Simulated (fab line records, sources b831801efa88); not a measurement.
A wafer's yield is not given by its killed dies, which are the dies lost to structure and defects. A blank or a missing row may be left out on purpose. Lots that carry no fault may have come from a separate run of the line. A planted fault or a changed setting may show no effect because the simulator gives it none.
fab line records	flow sky130
[record] lots = 7	wafers = 21	last_day = 50
route steps=708 shown PWDE@54 NWELL@56 PAD_OPEN@708
lots with no fault: from the same line, run without faults
start_h: start of the lot's first displayed wafer, in hours after the record's first day	wait_h: how many hours have passed since the lot's step before this one	" same as the row above	L1.1+2: a row that stands for several wafers	- no value, or no start given	* or withheld: withheld	< > ~ a bound
route shown NAME@n: names a module that has steps shown in the file, with the first one's number in the route	usual: average and standard deviation across the fault-free wafers	same: alike in all rows	chamber/n: place in a boat	sites: readings site by site	_std_site: how widely they spread, as a standard deviation	_edge_site: outer sites' mean less inner sites'	radius_mm: for every site, how far away it sits from the centre of the wafer	mask NAME#n: copy n	behind: the tool/chamber that last shaped the wafer	hold: why the lot went on hold/how many hours it stayed there/how the hold came to an end	device: the n, p or np transistor that did not switch	end of line: the tests these same wafers got at the end of their route	a step given without rows: its recipe and nothing more	killed: the dies lost at the first sort to structure and to defects; this is not the yield of the wafer	map: a wafer's dies, marking killed ones x, the rest . and places with no die _
set.NAME: setting as actually run; set.NAME@STEP: the setting as run at that earlier step	model.NAME: the simulator's own value behind a step, which no gauge read
lots at some steps of the route; a table a step, a row a wafer
services: when a tool's chamber went out of use (start_h, in hours from the record's first day, below 0 if earlier), for how many hours, and the reason
[[steps]]
[step SKY_PWDE_STRIP_09]
[recipe] chemistry = O2/N2	power_w = 1400	pressure_mtorr = 1500	platen_temp_c = withheld	o2_flow_sccm = 3000	n2_flow_sccm = 300	overash_fraction = 0.5
[usual] drypump_motor_current_A = 5.68/0.27	oes_product_au = 0.722/0.0044	strip_time_to_endpoint_s = 36.95/0.1
lot.wafer	tool	chamber	start_h	wait_h	drypump_motor_current_A	oes_product_au	rf_hours_counter_h	strip_time_to_endpoint_s
L245.1	plasma_asher-03	0	66.90	0.1	5.42	0.716	39	36.92
L245.2	"	1	"	"	5.14	0.719	39	36.90
L245.4	"	0	"	"	5.42	0.714	-	36.92
L249.1	plasma_asher-01	1	95.50	0.1	5.59	0.724	29	37.05
L249.2	"	0	"	"	6.08	0.731	29	37.06
L249.4	"	0	"	"	6.09	0.730	-	37.08
L254.3	plasma_asher-04	1	119.36	0.1	5.77	0.717	-	36.86
L254.5	"	0	"	"	5.80	0.725	-	37.05
L254.6	"	1	"	"	5.78	0.719	-	36.96
L259.1	plasma_asher-01	1	154.10	0.1	5.62	0.724	35	37.09
L259.4	"	0	"	"	6.11	0.726	-	37.08
L259.6	"	1	"	"	5.63	0.722	-	37.05
L261.3	plasma_asher-04	0	159.23	0.1	5.80	0.723	-	36.93
L261.5	"	0	"	"	5.80	0.723	-	37.05
L261.6	"	1	"	"	5.77	0.732	-	37.17
L265.1	plasma_asher-03	1	181.58	0.1	5.16	0.713	6	36.93
L265.2	"	0	"	"	5.43	0.721	6	37.00
L265.3	"	0	"	"	5.44	0.722	-	36.87
L268.2	plasma_asher-04	1	197.18	0.1	5.75	0.726	46	36.91
L268.3	"	1	"	"	5.74	0.725	-	36.80
L268.5	"	1	"	"	5.74	0.720	-	36.90
[step SKY_PWDE_TW_MEAS_10]
[usual] PWDE_TW = 373.2/1.9
lot.wafer	tool	chamber	start_h	wait_h	PWDE_TW
L245.1	film_metro-03	-	67.00	0.1	376.2
L245.2	"	-	"	"	372.4
L245.4	"	-	"	"	375.1
L249.1	film_metro-04	-	95.60	0.1	373.1
L249.2	"	-	"	"	371.5
L249.4	"	-	"	"	371.9
L254.3	film_metro-04	-	119.45	0.1	373.0
L254.5	"	-	"	"	371.9
L254.6	"	-	"	"	371.5
L259.1	film_metro-02	-	154.20	0.1	371.9
L259.4	"	-	"	"	372.2
L259.6	"	-	"	"	369.7
L261.3	film_metro-02	-	159.32	0.1	371.6
L261.5	"	-	"	"	373.2
L261.6	"	-	"	"	371.9
L265.1	film_metro-04	-	181.68	0.1	373.1
L265.2	"	-	"	"	371.2
L265.3	"	-	"	"	372.9
L268.2	film_metro-04	-	197.29	0.1	371.9
L268.3	"	-	"	"	373.0
L268.5	"	-	"	"	371.2
[step SKY_NWELL_DEHYDRATE_03]
[recipe] temp_c = 200	time_s = 60
[step SKY_NWELL_HMDS_04]
[recipe] prime_time_s = 60	prime_temp_c = 120
[step SKY_NWELL_COAT_05]
[recipe] spin_rpm = 2000	resist_thk_nm = 3000
[step SKY_NWELL_SOFTBAKE_06]
[recipe] temp_c = 110	time_s = withheld
[step SKY_NWELL_EXPOSE_07]
[recipe] mask_id = NWM	na = 0.6	source_shape = conventional	sigma_outer = 0.6	polarization = unpolarized	target_cd_nm = 840	dose_mj = 255
[step SKY_NWELL_PEB_08]
[recipe] temp_c = 115	time_s = withheld
[step SKY_NWELL_DEVELOP_09]
[recipe] wall_angle_deg = 90	developer = TMAH	develop_time_s = 60	dev_temp_c = 23
[step SKY_NWELL_OVL_MEAS_10]
[usual] NWELL_00_OVL = 0.8/1.3
lot.wafer	tool	chamber	start_h	wait_h	NWELL_00_OVL[nm]
L245.1	overlay-01	-	84.12	-	0.8
L245.2	"	-	"	"	-0.7
L245.4	"	-	"	"	-0.7
L249.1	overlay-01	-	112.87	-	1.1
L249.2	"	-	"	"	2.4
L249.4	"	-	"	"	3.1
L254.3	overlay-01	-	138.44	-	1.5
L254.5	"	-	"	"	0.7
L254.6	"	-	"	"	1.4
L259.1	overlay-02	-	175.15	-	2.7
L259.4	"	-	"	"	3.2
L259.6	"	-	"	"	1.7
L261.3	overlay-01	-	179.86	-	0.8
L261.5	"	-	"	"	0.5
L261.6	"	-	"	"	0.1
L265.1	overlay-01	-	201.60	-	-0.3
L265.2	"	-	"	"	0.4
L265.3	"	-	"	"	0.8
L268.2	overlay-01	-	217.77	-	0.0
L268.3	"	-	"	"	1.3
L268.5	"	-	"	"	1.2
[step SKY_NWELL_IMPLANT_11]
[recipe] species = P	energy_kev = 400	dose_cm2 = 1.9e+13	tilt_deg = withheld
[step SKY_NWELL_IMPLANT_12]
[recipe] species = P	energy_kev = 120	dose_cm2 = 1.3e+12	tilt_deg = withheld
[step SKY_NWELL_IMPLANT_13]
[recipe] species = P	energy_kev = 50	dose_cm2 = 7e+11	tilt_deg = withheld
[usual] dose_ions_cm2 = 6.998e+11/8.2e+08	faraday_current_uA = 3.95/0.078
lot.wafer	tool	chamber	start_h	wait_h	dose_ions_cm2	faraday_current_uA
L245.1	implanter-03	0	84.45	0.1	6.996e+11	4.03
L245.2	"	0	"	"	7.003e+11	3.94
L245.4	"	0	"	"	7.001e+11	4.00
L249.1	implanter-02	0	113.21	0.1	7.011e+11	3.91
L249.2	"	0	"	"	7.007e+11	4.03
L249.4	"	0	"	"	7.012e+11	3.90
L254.3	implanter-04	0	138.81	0.1	6.99e+11	3.98
L254.5	"	0	"	"	7.003e+11	3.96
L254.6	"	0	"	"	6.998e+11	3.78
L259.1	implanter-04	0	175.48	0.1	1.2902e+12	7.44
L259.4	"	0	"	"	1.2918e+12	7.19
L259.6	"	0	"	"	1.2907e+12	7.20
L261.3	implanter-04	0	180.23	0.1	1.2913e+12	7.23
L261.5	"	0	"	"	1.2906e+12	7.28
L261.6	"	0	"	"	1.2918e+12	7.46
L265.1	implanter-04	0	201.93	0.1	1.2906e+12	7.15
L265.2	"	0	"	"	1.2903e+12	7.26
L265.3	"	0	"	"	1.2902e+12	7.40
L268.2	implanter-03	0	218.13	0.1	7.009e+11	3.86
L268.3	"	0	"	"	6.994e+11	3.86
L268.5	"	0	"	"	7.002e+11	3.91
[step SKY_NWELL_STRIP_14]
[recipe] chemistry = O2/N2	power_w = 1400	pressure_mtorr = 1500	platen_temp_c = withheld	o2_flow_sccm = 3000	n2_flow_sccm = 300	overash_fraction = 0.5
[usual] drypump_motor_current_A = 5.58/0.19	oes_product_au = 0.723/0.005	strip_time_to_endpoint_s = 36.94/0.092
lot.wafer	tool	chamber	start_h	wait_h	drypump_motor_current_A	oes_product_au	rf_hours_counter_h	strip_time_to_endpoint_s
L245.1	plasma_asher-04	0	84.60	0.1	5.79	0.732	35	36.82
L245.2	"	1	"	"	5.76	0.721	35	36.70
L245.4	"	1	"	"	5.79	0.720	-	36.70
L249.1	plasma_asher-04	1	113.36	0.1	5.75	0.716	38	36.96
L249.2	"	0	"	"	5.82	0.714	38	36.99
L249.4	"	0	"	"	5.79	0.726	-	36.88
L254.3	plasma_asher-02	1	138.94	0.1	5.51	0.720	-	37.16
L254.5	"	0	"	"	5.64	0.724	-	37.13
L254.6	"	1	"	"	5.50	0.725	-	37.19
L259.1	plasma_asher-02	1	175.63	0.1	5.53	0.722	52	36.95
L259.4	"	0	"	"	5.67	0.720	-	36.90
L259.6	"	0	"	"	5.65	0.725	-	36.89
L261.3	plasma_asher-03	1	180.36	0.1	5.14	0.721	-	36.83
L261.5	"	0	"	"	5.45	0.726	-	36.95
L261.6	"	1	"	"	5.15	0.726	-	36.86
L265.1	plasma_asher-02	1	202.08	0.1	5.51	0.724	54	36.94
L265.2	"	0	"	"	5.67	0.729	54	36.95
L265.3	"	1	"	"	5.51	0.726	-	36.98
L268.2	plasma_asher-04	1	218.25	0.1	5.76	0.727	48	37.11
L268.3	"	1	"	"	5.75	0.720	-	37.00
L268.5	"	0	"	"	5.79	0.729	-	37.06
[step SKY_NWELL_TW_MEAS_15]
[usual] NWELL_TW = 1816/10
lot.wafer	tool	chamber	start_h	wait_h	NWELL_TW
L245.1	film_metro-03	-	84.70	0.1	1815
L245.2	"	-	"	"	1797
L245.4	"	-	"	"	1803
L249.1	film_metro-04	-	113.46	0.1	1801
L249.2	"	-	"	"	1807
L249.4	"	-	"	"	1806
L254.3	film_metro-03	-	139.03	0.1	1821
L254.5	"	-	"	"	1818
L254.6	"	-	"	"	1813
L259.1	film_metro-02	-	175.73	0.1	1807
L259.4	"	-	"	"	1813
L259.6	"	-	"	"	1814
L261.3	film_metro-02	-	180.45	0.1	1799
L261.5	"	-	"	"	1808
L261.6	"	-	"	"	1812
L265.1	film_metro-03	-	202.18	0.1	1825
L265.2	"	-	"	"	1830
L265.3	"	-	"	"	1828
L268.2	film_metro-04	-	218.36	0.1	1810
L268.3	"	-	"	"	1806
L268.5	"	-	"	"	1818
[step SKY_NWELL_DEHYDRATE_16]
[recipe] temp_c = 200	time_s = 60
[step SKY_NWELL_HMDS_17]
[recipe] prime_time_s = 60	prime_temp_c = 120
[step SKY_NWELL_COAT_18]
[recipe] spin_rpm = 2039	resist_thk_nm = 3000
[step SKY_NWELL_SOFTBAKE_19]
[recipe] temp_c = 110	time_s = withheld
[step SKY_NWELL_EXPOSE_20]
[recipe] mask_id = NWM_COMPLEMENT	na = 0.6	source_shape = conventional	sigma_outer = 0.6	polarization = unpolarized	target_cd_nm = 840	dose_mj = 260
[step SKY_NWELL_PEB_21]
[recipe] temp_c = 115	time_s = withheld
[step SKY_NWELL_DEVELOP_22]
[recipe] wall_angle_deg = 90	developer = TMAH	develop_time_s = 60	dev_temp_c = 23
[step SKY_NWELL_OVL_MEAS_23]
[usual] NWELL_01_OVL = -1.1/1.4
lot.wafer	tool	chamber	start_h	wait_h	NWELL_01_OVL[nm]
L245.1	overlay-02	-	102.50	-	-1.9
L245.2	"	-	"	"	-2.0
L245.4	"	-	"	"	-1.9
L249.1	overlay-02	-	131.65	-	-2.0
L249.2	"	-	"	"	-2.2
L249.4	"	-	"	"	-0.6
L254.3	overlay-01	-	158.89	-	0.0
L254.5	"	-	"	"	-0.9
L254.6	"	-	"	"	0.9
L259.1	overlay-01	-	195.62	-	-0.8
L259.4	"	-	"	"	-2.2
L259.6	"	-	"	"	-0.5
L261.3	overlay-01	-	201.09	-	-0.2
L261.5	"	-	"	"	-1.2
L261.6	"	-	"	"	-1.1
L265.1	overlay-01	-	224.00	-	-1.7
L265.2	"	-	"	"	-1.5
L265.3	"	-	"	"	-2.1
L268.2	overlay-02	-	241.15	-	0.8
L268.3	"	-	"	"	-2.0
L268.5	"	-	"	"	0.5
[step SKY_NWELL_IMPLANT_24]
[recipe] species = B	energy_kev = 140	dose_cm2 = 9.2e+12	tilt_deg = withheld
[step SKY_NWELL_STRIP_25]
[recipe] chemistry = O2/N2	power_w = 1400	pressure_mtorr = 1500	platen_temp_c = withheld	o2_flow_sccm = 3000	n2_flow_sccm = 300	overash_fraction = 0.5
[usual] drypump_motor_current_A = 5.53/0.23	oes_product_au = 0.722/0.0046	strip_time_to_endpoint_s = 36.60/0.088
lot.wafer	tool	chamber	start_h	wait_h	drypump_motor_current_A	oes_product_au	rf_hours_counter_h	strip_time_to_endpoint_s
L245.1	plasma_asher-04	1	102.68	0.1	5.77	0.727	37	36.45
L245.2	"	0	"	"	5.80	0.717	37	36.46
L245.4	"	0	"	"	5.81	0.724	-	36.51
L249.1	plasma_asher-04	0	131.83	0.1	5.79	0.725	40	36.59
L249.2	"	1	"	"	5.75	0.718	40	36.54
L249.4	"	1	"	"	5.75	0.729	-	36.54
L254.3	plasma_asher-03	0	159.09	0.1	5.44	0.723	-	36.60
L254.5	"	0	"	"	5.45	0.717	-	36.66
L254.6	"	1	"	"	5.15	0.722	-	36.61
L259.1	plasma_asher-04	1	195.80	0.1	5.77	0.725	46	36.66
L259.4	"	1	"	"	5.78	0.717	-	36.52
L259.6	"	1	"	"	5.76	0.719	-	36.57
L261.3	plasma_asher-02	0	201.29	0.1	5.60	0.724	-	36.62
L261.5	"	1	"	"	5.50	0.716	-	36.60
L261.6	"	0	"	"	5.64	0.718	-	36.55
L265.1	plasma_asher-03	1	224.18	0.1	5.14	0.720	10	36.58
L265.2	"	0	"	"	5.44	0.727	10	36.62
L265.3	"	1	"	"	5.14	0.719	-	36.84
L268.2	plasma_asher-02	1	241.33	0.1	5.50	0.731	58	36.53
L268.3	"	0	"	"	5.67	0.716	-	36.47
L268.5	"	0	"	"	5.64	0.710	-	36.45
[step SKY_NWELL_TW_MEAS_26]
[usual] NWELL_2_TW = 495.6/2.6
lot.wafer	tool	chamber	start_h	wait_h	NWELL_2_TW
L245.1	film_metro-03	-	102.78	0.1	498.7
L245.2	"	-	"	"	494.9
L245.4	"	-	"	"	496.9
L249.1	film_metro-02	-	131.93	0.1	494.1
L249.2	"	-	"	"	494.9
L249.4	"	-	"	"	493.8
L254.3	film_metro-02	-	159.18	0.1	491.6
L254.5	"	-	"	"	491.1
L254.6	"	-	"	"	489.7
L259.1	film_metro-02	-	195.90	0.1	498.0
L259.4	"	-	"	"	499.8
L259.6	"	-	"	"	497.1
L261.3	film_metro-02	-	201.38	0.1	496.9
L261.5	"	-	"	"	495.6
L261.6	"	-	"	"	499.2
L265.1	film_metro-04	-	224.28	0.1	495.5
L265.2	"	-	"	"	496.0
L265.3	"	-	"	"	494.7
L268.2	film_metro-02	-	241.44	0.1	496.7
L268.3	"	-	"	"	495.4
L268.5	"	-	"	"	494.6
[step SKY_NWELL_CLEAN_27]
[recipe] chemistry = SC1/SC2	mix = 1:4:20	temp_c = 70	time_s = 150	dry = n2_spin
[step SKY_NWELL_RTA_28]
[recipe] temp_c = 1050	time_s = 30	idle_temp_c = 650	ramp_up_c_per_s = 150	ramp_down_c_per_s = 90	ambient = N2
[usual] lamp_power_pct = 25.31/0.047	wafer_temp_C_max = 1054.8/0.94
lot.wafer	tool	chamber	start_h	wait_h	lamp_power_pct	wafer_temp_C_max
L245.1	rtp_anneal-01	0	102.89	0.0	25.36	1055.8
L245.2	"	0	"	"	25.32	1055.9
L245.4	"	0	"	"	25.30	1056.2
L249.1	rtp_anneal-02	0	132.04	0.0	25.28	1054.6
L249.2	"	0	"	"	25.36	1053.5
L249.4	"	0	"	"	25.23	1055.5
L254.3	rtp_anneal-02	0	159.31	0.0	25.35	1054.1
L254.5	"	0	"	"	25.25	1055.8
L254.6	"	0	"	"	25.35	1054.9
L259.1	rtp_anneal-01	0	196.01	0.0	25.28	1057.1
L259.4	"	0	"	"	25.35	1054.9
L259.6	"	0	"	"	25.37	1054.7
L261.3	rtp_anneal-02	0	201.50	0.0	25.36	1055.7
L261.5	"	0	"	"	25.22	1054.5
L261.6	"	0	"	"	25.40	1054.5
L265.1	rtp_anneal-02	0	224.39	0.0	25.23	1055.0
L265.2	"	0	"	"	25.43	1053.9
L265.3	"	0	"	"	25.25	1055.3
L268.2	rtp_anneal-01	0	241.56	0.0	25.25	1055.6
L268.3	"	0	"	"	25.33	1054.6
L268.5	"	0	"	"	25.32	1053.6
[step SKY_NWELL_RS_MEAS_29]
[recipe] thk_meas_gauge = four-point-probe
[usual] NWELL_RS = 625.1/1.6
lot.wafer	tool	chamber	start_h	wait_h	NWELL_RS[ohm/sq]
L245.1	film_metro-04	-	102.99	0.1	627.0
L245.2	"	-	"	"	626.5
L245.4	"	-	"	"	626.7
L249.1	film_metro-03	-	132.14	0.1	622.0
L249.2	"	-	"	"	623.6
L249.4	"	-	"	"	624.7
L254.3	film_metro-03	-	159.41	0.1	624.9
L254.5	"	-	"	"	626.5
L254.6	"	-	"	"	625.8
L259.1	film_metro-04	-	196.11	0.1	608.0
L259.4	"	-	"	"	608.6
L259.6	"	-	"	"	608.6
L261.3	film_metro-04	-	201.61	0.1	608.3
L261.5	"	-	"	"	608.3
L261.6	"	-	"	"	608.2
L265.1	film_metro-03	-	224.49	0.1	611.5
L265.2	"	-	"	"	612.3
L265.3	"	-	"	"	608.2
L268.2	film_metro-04	-	241.67	0.1	624.5
L268.3	"	-	"	"	625.6
L268.5	"	-	"	"	624.9
[step SKY_PAD_OPEN_PROBE_99]
[usual] killed_at_M0_to_M3 = 43/7.6	killed_at_M4_up = 2.9/1.9	killed_at_contacts = 24/5	killed_at_front_end = 15/4.3	killed_at_other = 0.3/0.54	killed_dies = 85/10	killed_open = 47/7	killed_short = 38/6.4
[same] gross_dies = 492	killed_at_back_side = 0
lot.wafer	tool	chamber	start_h	wait_h	killed_at_M0_to_M3	killed_at_M4_up	killed_at_contacts	killed_at_front_end	killed_at_other	killed_dies	killed_open	killed_short	model.etest.pfet_16v.r_on_ohm_um	model.etest.nfet_16v.r_on_ohm_um	model.etest.pfet_g5v0d10v5.r_on_ohm_um	model.etest.tip_p.rs_ohm_sq	model.etest.tip_p_5v.rs_ohm_sq	model.etest.pfet_01v8.r_on_ohm_um	model.etest.pfet_g5v0d10v5.drive_ua_um	model.etest.pfet_01v8_lvt.drive_ua_um
L245.1	prober-02	-	1075.82	0.1	36	3	23	21	0	83	40	43	1.507e+04	1.428e+04	4775	6922	2922	2886	335.6	176.1
L245.2	prober-02	-	1075.87	0.1	46	3	30	18	1	98	62	36	1.533e+04	1.432e+04	4752	6937	2894	2907	340.9	175.2
L245.4	prober-02	-	1075.97	0.2	38	2	23	17	0	80	42	38	1.516e+04	1.426e+04	4712	6895	2915	2783	342.6	180.3
L249.1	prober-02	-	1107.06	0.1	37	3	23	15	0	78	46	32	1.482e+04	1.412e+04	4801	6751	2894	2850	335.8	175.8
L249.2	prober-02	-	1107.11	0.1	39	3	24	11	0	77	47	30	1.508e+04	1.415e+04	4789	6825	2892	2834	340.1	174.9
L249.4	prober-02	-	1107.21	0.2	41	8	29	16	0	94	48	46	1.507e+04	1.409e+04	4853	6779	2902	2790	336.6	173.8
L254.3	prober-02	-	1140.16	0.2	36	0	17	16	0	69	33	36	1.494e+04	1.408e+04	4870	6934	2877	2966	330.9	172
L254.5	prober-02	-	1140.26	0.2	47	2	21	24	1	95	45	50	1.489e+04	1.409e+04	4841	6970	2870	2939	339.1	174.7
L254.6	prober-02	-	1140.31	0.2	56	1	12	21	0	90	49	41	1.5e+04	1.414e+04	4820	6901	2880	2942	331.1	173.8
L259.1	prober-01	-	1169.39	0.1	33	5	31	20	0	89	51	38	1.584e+04	1.358e+04	5130	6910	3010	2940	309.7	155.2
L259.4	prober-01	-	1169.54	0.2	42	1	28	10	0	81	48	33	1.614e+04	1.368e+04	5137	7002	2999	2932	309.2	154.4
L259.6	prober-01	-	1169.64	0.2	56	1	23	13	0	93	57	36	1.595e+04	1.36e+04	5132	7016	2998	2940	310.9	154.1
L261.3	prober-02	-	1170.37	0.2	41	2	26	16	0	85	56	29	1.569e+04	1.37e+04	5062	7174	2972	3028	313.3	157.8
L261.5	prober-02	-	1170.47	0.2	47	4	13	22	0	86	37	49	1.581e+04	1.373e+04	5071	7177	2968	3034	315.5	157.9
L261.6	prober-02	-	1170.52	0.2	38	4	19	11	0	72	43	29	1.572e+04	1.374e+04	5119	7160	2950	2988	314.1	158.6
L265.1	prober-02	-	1190.77	0.1	43	2	35	12	0	92	50	42	1.611e+04	1.425e+04	5103	7246	3018	2996	309.9	154.8
L265.2	prober-02	-	1190.82	0.1	45	4	25	14	0	88	55	33	1.621e+04	1.418e+04	5106	7252	3032	3016	305.5	152.9
L265.3	prober-02	-	1190.87	0.2	57	2	34	11	0	104	54	50	1.62e+04	1.433e+04	5158	7278	3017	2977	305.2	153.5
L268.2	prober-01	-	1199.78	0.1	50	2	22	14	0	88	39	49	1.513e+04	1.454e+04	4928	6821	2875	2984	326.4	168.9
L268.3	prober-01	-	1199.83	0.2	53	0	20	12	1	86	45	41	1.565e+04	1.452e+04	4930	6840	2913	2941	330.7	170.5
L268.5	prober-01	-	1199.93	0.2	43	2	24	14	0	83	42	41	1.559e+04	1.461e+04	4852	6834	2902	2941	332.7	171.9
// killed by level:class
L245.1 VIA1:geometric_particle:open=10 LI_CONTACT:geometric_particle:open=8 CONTACT:geometric_particle:open=7 POLY_GATE:geometric_particle:short=6 METAL1:geometric_particle:short=6 METAL2:geometric_particle:short=6 POLY_GATE:geometric_particle:open=5 LOCAL_INTERCONNECT:geometric_particle:short=5
L245.2 CONTACT:geometric_particle:open=14 VIA1:geometric_particle:open=14 LI_CONTACT:geometric_particle:open=6 VIA2:geometric_particle:open=6 VIA3:geometric_particle:open=6 METAL2:geometric_particle:short=5 FIELD_ISO:geometric_particle:open=4 LOCAL_INTERCONNECT:geometric_particle:short=4
L245.4 CONTACT:geometric_particle:open=11 VIA1:geometric_particle:open=9 METAL1:geometric_particle:short=8 FIELD_ISO:geometric_particle:open=5 POLY_GATE:geometric_particle:short=5 VIA1:geometric_particle:short=5 VIA3:geometric_particle:open=5 LI_CONTACT:geometric_particle:open=3
L249.1 CONTACT:geometric_particle:open=11 VIA2:geometric_particle:open=7 METAL1:geometric_particle:short=5 VIA1:geometric_particle:short=5 VIA1:geometric_particle:open=5 LI_CONTACT:geometric_particle:open=4 METAL2:geometric_particle:short=4 FIELD_ISO:geometric_particle:open=3
L249.2 LI_CONTACT:geometric_particle:open=8 VIA3:geometric_particle:open=8 CONTACT:geometric_particle:open=6 METAL1:geometric_particle:short=6 VIA1:geometric_particle:open=6 VIA2:geometric_particle:open=6 LOCAL_INTERCONNECT:geometric_particle:open=4 FIELD_ISO:geometric_particle:short=3
L249.4 VIA1:geometric_particle:open=10 LI_CONTACT:geometric_particle:open=8 CONTACT:geometric_particle:open=8 CONTACT:geometric_particle:short=7 FIELD_ISO:geometric_particle:open=6 METAL4:geometric_particle:short=6 VIA3:geometric_particle:short=5 VIA3:geometric_particle:open=5
L254.3 VIA1:geometric_particle:open=9 METAL1:geometric_particle:short=8 LI_CONTACT:geometric_particle:open=7 VIA2:geometric_particle:short=5 VIA1:geometric_particle:short=5 LOCAL_INTERCONNECT:geometric_particle:short=4 FIELD_ISO:geometric_particle:short=3 CONTACT:geometric_particle:open=3
L254.5 VIA1:geometric_particle:open=11 LI_CONTACT:geometric_particle:open=9 FIELD_ISO:geometric_particle:short=7 POLY_GATE:geometric_particle:short=7 METAL2:geometric_particle:short=7 METAL1:geometric_particle:short=6 VIA2:geometric_particle:short=5 VIA3:geometric_particle:open=5
L254.6 VIA1:geometric_particle:open=11 METAL1:geometric_particle:short=7 VIA3:geometric_particle:open=7 FIELD_ISO:geometric_particle:open=6 FIELD_ISO:geometric_particle:short=6 VIA2:geometric_particle:open=6 VIA1:geometric_particle:short=6 METAL2:geometric_particle:open=5
L259.1 LI_CONTACT:geometric_particle:open=11 CONTACT:geometric_particle:open=10 FIELD_ISO:geometric_particle:open=6 VIA1:geometric_particle:open=6 METAL4:geometric_particle:short=5 METAL1:geometric_particle:short=5 LOCAL_INTERCONNECT:geometric_particle:short=4 METAL2:geometric_particle:short=4
L259.4 VIA1:geometric_particle:open=13 CONTACT:geometric_particle:open=7 METAL1:geometric_particle:short=7 LI_CONTACT:geometric_particle:open=6 CONTACT:geometric_particle:short=6 VIA2:geometric_particle:open=6 LI_CONTACT:geometric_particle:short=4 VIA3:geometric_particle:open=4
L259.6 VIA1:geometric_particle:open=13 CONTACT:geometric_particle:open=11 VIA2:geometric_particle:open=11 METAL2:geometric_particle:short=6 VIA1:geometric_particle:short=6 VIA3:geometric_particle:open=6 METAL1:geometric_particle:short=5 LI_CONTACT:geometric_particle:open=4
L261.3 LI_CONTACT:geometric_particle:open=11 CONTACT:geometric_particle:open=10 VIA3:geometric_particle:open=9 VIA1:geometric_particle:open=9 POLY_GATE:geometric_particle:open=7 VIA2:geometric_particle:open=6 METAL2:geometric_particle:short=6 VIA1:geometric_particle:short=4
L261.5 VIA1:geometric_particle:open=12 VIA1:geometric_particle:short=8 POLY_GATE:geometric_particle:short=7 VIA3:geometric_particle:open=7 FIELD_ISO:geometric_particle:short=5 LI_CONTACT:geometric_particle:short=5 SPACER:geometric_particle:open=4 VIA2:geometric_particle:short=4
L261.6 VIA1:geometric_particle:open=14 LI_CONTACT:geometric_particle:open=9 VIA1:geometric_particle:short=5 LI_CONTACT:geometric_particle:short=4 VIA2:geometric_particle:open=4 CONTACT:geometric_particle:open=4 FIELD_ISO:geometric_particle:short=3 FIELD_ISO:geometric_particle:open=3
L265.1 CONTACT:geometric_particle:open=14 VIA1:geometric_particle:open=10 LI_CONTACT:geometric_particle:open=7 VIA3:geometric_particle:open=7 LOCAL_INTERCONNECT:geometric_particle:short=6 METAL1:geometric_particle:short=5 CONTACT:geometric_particle:short=5 VIA2:geometric_particle:short=5
L265.2 CONTACT:geometric_particle:open=11 VIA2:geometric_particle:open=8 VIA1:geometric_particle:open=7 LI_CONTACT:geometric_particle:open=6 VIA3:geometric_particle:open=6 FIELD_ISO:geometric_particle:open=5 METAL1:geometric_particle:short=5 METAL2:geometric_particle:short=5
L265.3 CONTACT:geometric_particle:open=13 VIA1:geometric_particle:open=11 METAL2:geometric_particle:short=9 VIA2:geometric_particle:open=8 LI_CONTACT:geometric_particle:open=7 VIA3:geometric_particle:open=7 LI_CONTACT:geometric_particle:short=6 CONTACT:geometric_particle:short=6
L268.2 METAL2:geometric_particle:short=10 VIA1:geometric_particle:short=8 VIA1:geometric_particle:open=8 CONTACT:geometric_particle:open=7 LI_CONTACT:geometric_particle:open=6 METAL1:geometric_particle:short=6 FIELD_ISO:geometric_particle:open=5 CONTACT:geometric_particle:short=5
L268.3 VIA1:geometric_particle:open=12 VIA1:geometric_particle:short=9 VIA2:geometric_particle:open=8 VIA3:geometric_particle:open=7 METAL2:geometric_particle:short=7 LI_CONTACT:geometric_particle:open=5 CONTACT:geometric_particle:open=5 POLY_GATE:geometric_particle:open=4
L268.5 VIA3:geometric_particle:open=10 VIA1:geometric_particle:open=8 METAL2:geometric_particle:short=7 LI_CONTACT:geometric_particle:open=6 CONTACT:geometric_particle:short=6 CONTACT:geometric_particle:open=6 FIELD_ISO:geometric_particle:short=5 VIA1:geometric_particle:short=4
[[services]]
tool	chamber	start_h	hours	kind
implanter-03	-	44.40	2.4	repair
plasma_asher-04	-	53.12	2.3	repair
implanter-02	-	68.17	2.4	repair
plasma_asher-04	-	91.20	0.7	repair
implanter-04	-	97.36	2.6	repair
implanter-03	-	102.33	2.5	repair
plasma_asher-03	-	108.75	9.0	pm
plasma_asher-03	0	108.75	9.0	vent_cycle
plasma_asher-03	1	108.75	9.0	vent_cycle
implanter-04	-	113.52	3.5	pm
plasma_asher-04	-	116.23	2.8	pm
plasma_asher-03	0	117.75	-	clean
plasma_asher-03	1	117.75	-	clean
plasma_asher-03	-	131.76	2.7	repair
plasma_asher-01	-	155.26	11.5	repair
implanter-02	-	183.23	4.3	repair
plasma_asher-02	-	228.71	2.8	pm
implanter-03	-	237.67	2.4	repair
implanter-02	-	237.84	0.8	repair
implanter-04	-	241.29	2.0	repair
[[key]]
[first_sign] step = SKY_NWELL_IMPLANT_13	reading = dose_ions_cm2	direction = up	sigmas = 99+	usual = *	struck = *
[effect] step = SKY_NWELL_IMPLANT_13	reading = faraday_current_uA	direction = up	sigmas = 43	usual = 3.95	struck = 7.29
[effect] step = SKY_NWELL_RS_MEAS_29	reading = NWELL_RS	direction = down	sigmas = 10	usual = 625.1	struck = 609.1
[model_effect] step = SKY_PAD_OPEN_PROBE_99	value = etest.pfet_16v.r_on_ohm_um	without = 1.551e+04	struck = 1.596e+04
met_at SKY_NWELL_IMPLANT_13
struck_wafers L259.1,L259.4,L259.6,L261.3,L261.5,L261.6,L265.1,L265.2,L265.3
tester_left_out L259,L261,L265
onset_between 138.81 175.48
[fault] kind = process_parameter_drift	tool = implanter-04	chamber = -	onset_h = 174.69	steps = SKY_NWELL_IMPLANT_13	channel = dose_cm2	offset = *	shape = step	end_h = 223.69	acts_in = *	stated = *
// tester_left_out: of these lots the tester's yield and bins aren't shown, on N5 and GAA mostly nor the transistor test; their killed dies are dies lost to structure and defects alone, not to doping, threshold or leakage, so they don't give the yield
